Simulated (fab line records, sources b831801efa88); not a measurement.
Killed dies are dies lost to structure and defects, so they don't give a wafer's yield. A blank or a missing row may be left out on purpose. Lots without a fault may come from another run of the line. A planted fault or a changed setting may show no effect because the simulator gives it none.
One fault seen from 2 desks | flow gf180mcu | each desk has only its own numbers; what lay behind them comes last

THE METROLOGY DESK
What the gauges read, lot by lot, whatever tool the lot ran on: means of the sampled wafers that have a number. A lot is out of limits, marked OUT, if its mean lies more than 4 standard deviations from the usual mean; the brackets give that distance.
Columns: A = V1_W_THK at GF_V1_THK_MEAS_25, usual 341 nm
lot  | first seen here | A
L848 | day 18 04:04    | 342
L849 | day 18 14:27    | 347
L851 | day 19 04:59    | 333
L860 | day 22 20:54    | 340
L861 | day 22 23:41    | 340
L862 | day 23 09:13    | 338
L863 | day 23 18:53    | 338
L864 | day 23 21:28    | 342
L865 | day 24 11:11    | 342
L866 | day 24 16:15    | 340
L869 | day 25 11:40    | 344
L871 | day 26 05:05    | 341
This desk's finding: nothing out of limits on any of the 12 lots.

THE TOOL OWNER'S DESK: litho_track-02
The tool's own readings at GF_TOP_METAL_COAT_09 (resist thk 1500 nm): means of the sampled wafers that have a number, for each lot that ran on this tool. A lot is out of limits, marked OUT, if its mean lies more than 4 standard deviations from the usual mean; the brackets give that distance.
Columns: A = spin_speed_rpm at GF_TOP_METAL_COAT_09, usual 2999.8 rpm
lot  | first seen here | A
L849 | day 27 23:27    | 2996.6
L851 | day 28 11:42    | 2999.4
L860 | day 31 09:45    | 2999.7
L861 | day 31 10:22    | 3001.1
This desk's finding: nothing out of limits on any of the 4 lots.

PUT TOGETHER
The metrology desk saw nothing out of limits.
The tool owner's desk saw nothing out of limits.

WHAT THE SIMULATOR HAD PUT IN
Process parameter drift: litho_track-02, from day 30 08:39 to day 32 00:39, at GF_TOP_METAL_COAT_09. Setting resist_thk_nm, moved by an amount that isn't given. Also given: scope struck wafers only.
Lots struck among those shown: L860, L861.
